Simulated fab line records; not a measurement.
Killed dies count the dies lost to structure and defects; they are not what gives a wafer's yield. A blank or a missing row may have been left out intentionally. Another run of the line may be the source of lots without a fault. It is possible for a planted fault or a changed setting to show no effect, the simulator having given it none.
Check for tools in common    flow gf180mcu    42 wafers sampled across 14 lots

## WHAT PROMPTED THE OPENING
At GF_CONTACT_THK_MEAS_01 the reading CONTACT_CVD_00_THK is flagged on 2 of 14 lots. Fault-free wafers read 300.4 nm, with a standard deviation of 3.
Rule: a lot is flagged in two cases, either no wafer of it has a number, or all its wafers with numbers fall more than 4 standard deviations from that mean. The rest of the lots are taken to be sound.

lot   measured      on             CONTACT_CVD_00_THK (nm), wafer by wafer  flag
L640  day 15 00:48  film metro-03  300.1 302.1 299.5                        
L641  day 15 10:29  film metro-03  301.0 306.8 298.5                        
L644  day 16 10:06  film metro-01  605.3 600.3 594.7                        FLAGGED
L645  day 16 23:16  film metro-01  295.5 295.0 294.0                        
L646  day 17 09:04  film metro-04  303.0 296.0 298.6                        
L647  day 17 18:34  film metro-01  301.2 305.6 304.1                        
L652  day 19 14:08  film metro-04  593.2 599.7 600.1                        FLAGGED
L656  day 21 06:18  film metro-01  299.1 298.1 299.8                        
L657  day 21 13:00  film metro-04  299.1 301.7 300.0                        
L658  day 21 19:17  film metro-04  305.7 306.0 301.2                        
L660  day 22 11:10  film metro-04  296.3 301.6 300.7                        
L661  day 22 19:34  film metro-01  299.9 299.4 301.2                        
L662  day 23 01:23  film metro-01  304.4 300.9 300.9                        
L663  day 23 04:51  film metro-03  294.7 297.4 291.6                        
The numbers of the flagged lots are 598.9 nm on average: +298.5 nm against the usual, or +99 or more standard deviations.

## EACH LOT AND THE TOOL IT RAN ON
The record holds 2 process steps before the reading, out of a route of 602 steps. Read each cell as the tool, then ch plus the chambers that the sampled wafers visited, then the start.
lot   flag     GF_SAB_ETCH_11                      GF_CONTACT_CVD_00
L640           rie diel-01 ch 1,2,3, day 14 23:52  hdpcvd-02 ch 0,2, day 15 00:45
L641           rie diel-04 ch 1,2, day 15 09:34    hdpcvd-02 ch 0,1,2, day 15 10:26
L644  FLAGGED  rie diel-03 ch 0,2,3, day 16 08:58  hdpcvd-01 ch 0,1,2, day 16 09:50
L645           rie diel-01 ch 2,3, day 16 22:21    hdpcvd-01 ch 0,1, day 16 23:13
L646           rie diel-04 ch 1,2,3, day 17 08:09  hdpcvd-01 ch 0,1,2, day 17 09:01
L647           rie diel-03 ch 1,2,3, day 17 17:39  hdpcvd-02 ch 0,2, day 17 18:31
L652  FLAGGED  rie diel-03 ch 0,1,3, day 19 12:59  hdpcvd-01 ch 0,2, day 19 13:52
L656           rie diel-03 ch 1,2,3, day 21 05:22  hdpcvd-01 ch 0,1, day 21 06:16
L657           rie diel-03 ch 2,3, day 21 12:04    hdpcvd-02 ch 0,1, day 21 12:58
L658           rie diel-04 ch 0,2, day 21 18:22    hdpcvd-01 ch 0,2, day 21 19:14
L660           rie diel-01 ch 0,2,3, day 22 10:05  hdpcvd-01 ch 0,2, day 22 11:07
L661           rie diel-03 ch 0,2,3, day 22 18:32  hdpcvd-02 ch 0,1, day 22 19:31
L662           rie diel-01 ch 1,2,3, day 23 00:27  hdpcvd-02 ch 0,1,2, day 23 01:19
L663           rie diel-03 ch 0,1,2, day 23 03:49  hdpcvd-01 ch 0,1,2, day 23 04:47
What these steps do:
- GF_SAB_ETCH_11: etches SiO2 in C4F8/O2/Ar, target depth 55 nm, time 8.5 s.
- GF_CONTACT_CVD_00: deposits SiO2, target thk 300 nm, time 50 s.
- GF_CONTACT_THK_MEAS_01

## FLAGGED AGAINST TOTAL, ONE TOOL AT A TIME (gauges that did the reading follow at the end)
step                    tool           lots run  flagged  share of the flagged lots  sound lots run after its first flagged lot
GF_SAB_ETCH_11          rie diel-01    4         0        none                       -
GF_SAB_ETCH_11          rie diel-03    7         2        all                        5 (L647,L656,L657,L661,L663)
GF_SAB_ETCH_11          rie diel-04    3         0        none                       -
GF_CONTACT_CVD_00       hdpcvd-01      8         2        all                        6 (L645,L646,L656,L658,L660,L663)
GF_CONTACT_CVD_00       hdpcvd-02      6         0        none                       -
GF_CONTACT_THK_MEAS_01  film metro-01  6         1        some                       5 (L645,L647,L656,L661,L662)
GF_CONTACT_THK_MEAS_01  film metro-03  3         0        none                       -
GF_CONTACT_THK_MEAS_01  film metro-04  5         1        some                       3 (L657,L658,L660)

## THE TABLE: WHAT IT ALLOWS
2 rows of the table ran every flagged lot: rie diel-03 at GF_SAB_ETCH_11, hdpcvd-01 at GF_CONTACT_CVD_00.
- rie diel-03 at GF_SAB_ETCH_11 ran 7 lots, 2 of them flagged. After the first flagged lot (L647, L656, L657, L661, L663), sound lots still ran on it; a lasting fault on the whole tool would not permit that.
- hdpcvd-01 at GF_CONTACT_CVD_00 ran 8 lots, 2 of them flagged. After the first flagged lot (L645, L646, L656, L658, L660, L663), sound lots still ran on it; a lasting fault on the whole tool would not permit that.
No row of the table ran every flagged lot and no sound lot after the first.

## WHAT THE SIMULATOR HAD INSERTED
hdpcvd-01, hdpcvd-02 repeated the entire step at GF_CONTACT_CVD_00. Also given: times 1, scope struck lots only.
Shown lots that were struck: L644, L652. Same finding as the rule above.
